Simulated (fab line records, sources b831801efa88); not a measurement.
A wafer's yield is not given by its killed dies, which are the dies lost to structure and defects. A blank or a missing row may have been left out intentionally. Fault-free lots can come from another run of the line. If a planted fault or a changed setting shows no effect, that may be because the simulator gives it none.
One fault through the eyes of 2 desks ; flow sky130 ; numbers are kept per desk, each desk with only its own; the story behind them comes last

== FOR THE TOOL OWNER'S DESK: implanter-02 ==
The tool's own readings at SKY_LDD_N_IMPLANT_09, given as means over the sampled wafers that have a number, one for each lot that went through this tool. The brackets show how far a lot's mean lies from the usual mean; more than 4 standard deviations puts the lot out of limits, marked OUT.
Columns: A = doseIonsCm2 at SKY_LDD_N_IMPLANT_09, usual 7.5e+13; B = faradayCurrentUA at SKY_LDD_N_IMPLANT_09, usual 422; C = rotationDeg at SKY_LDD_N_IMPLANT_09, usual 112.99 degrees
lot;first seen here;A;B;C
L269;day 19 19:49;7.5e+13;413;112.98
L276;day 22 08:56;7.5e+13;416;112.98
L278;day 23 01:58;1.1e+14 (+99 or more) OUT;574 (+18) OUT;113.01
L280;day 24 14:42;1.1e+14 (+99 or more) OUT;566 (+17) OUT;113.02
This desk finds L278, L280 out of limits, L278 being first, at day 23 01:58 (doseIonsCm2 at SKY_LDD_N_IMPLANT_09). L269, L276: within limits.

== FROM THE METROLOGY DESK ==
What the gauges read for every lot (on any tool): the sampled wafers with a number, averaged. The brackets show how far a lot's mean lies from the usual mean; more than 4 standard deviations puts the lot out of limits, marked OUT.
Columns: A = POLY_GATE_CVD_03_THK at SKY_POLY_GATE_THK_MEAS_04, usual 74.5 nm
lot;first seen here;A
L264;day 15 06:25;74.6
L265;day 15 07:46;73.4
L269;day 17 05:08;74.0
L271;day 18 03:26;74.8
L275;day 19 16:55;74.1
L276;day 19 18:19;73.7
L278;day 20 11:05;74.5
L279;day 21 02:34;74.7
L280;day 22 00:18;75.4
L282;day 22 02:43;74.5
L287;day 23 14:05;74.5
Result from this desk: across the 11 lots, nothing is out of limits.

== PUT TOGETHER ==
The tool owner's desk could have raised an alarm at day 23 01:58, on L278, L280.
At the metrology desk, nothing out of limits was observed.
The metrology desk holds a record of L278, L280, inside its limits.
On implanter-02, each named lot ran SKY_LDD_N_IMPLANT_09.

== WHAT HAD BEEN PUT IN BY THE SIMULATOR ==
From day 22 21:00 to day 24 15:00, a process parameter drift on implanter-02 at SKY_LDD_N_IMPLANT_09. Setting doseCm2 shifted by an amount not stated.
Lots struck among those shown: L278, L280.
Delay in hours, fault start to first out-of-limits reading, by desk: the tool owner's desk at 5.
